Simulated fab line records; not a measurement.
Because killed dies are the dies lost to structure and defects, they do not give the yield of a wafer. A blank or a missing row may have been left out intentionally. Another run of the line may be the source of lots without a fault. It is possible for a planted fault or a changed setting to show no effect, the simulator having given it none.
Chamber matching -- flow gf180mcu -- GF_V1_CMP_04 on cmp-02 has 4 sister chambers
The step polishes SiO2. 8 wafers are shown with their chamber, then 7 later ones without.

## EACH WAFER AND ITS CHAMBER
wafer,chamber,motor current A (A),time to endpoint s (s)
L537.4,3,13.7,86
L538.1,2,12.0,72
L538.4,0,11.8,70
L546.1,2,12.4,65
L546.2,1,10.8,65
L546.6,1,11.5,76
L547.2,0,10.8,89
L547.4,3,14.0,84

## WAFERS WITHOUT THEIR CHAMBER
wafer,motor current A (A),time to endpoint s (s)
L547.5,13.6,91
L551.1,12.3,81
L551.4,13.3,80
L551.5,12.1,72
L552.2,11.9,84
L552.5,12.6,76
L552.6,10.8,88

## WHICH CHAMBER EACH ONE RAN IN
wafer,from the rows above,in truth
L547.5,3,3
L551.1,can't be placed: 2 or 0 or 1 or 3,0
L551.4,can't be placed: 3 or 2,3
L551.5,can't be placed: 2 or 0 or 1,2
L552.2,can't be placed: 0 or 2 or 1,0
L552.5,can't be placed: 2 or 0 or 3 or 1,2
L552.6,can't be placed: 0 or 1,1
1 of 7 placed correctly. Not placeable from these rows: 6 (in 6, the candidates include the true chamber). Wrongly placed: 0.
How it was worked out, from the rows above alone: a wafer's distance from a chamber is the root of the sum, over the readings, of the square of ((its reading less the chamber's mean) divided by the reading's scatter). The wafer belongs to the nearest chamber; if the next one is less than 2 further off, it can't be placed. The mean given for a chamber averages the wafers shown for that chamber. The scatter: take each reading less its chamber's mean, square it, sum over the shown wafers, divide by the number of wafers less the number of chambers, and take the root.
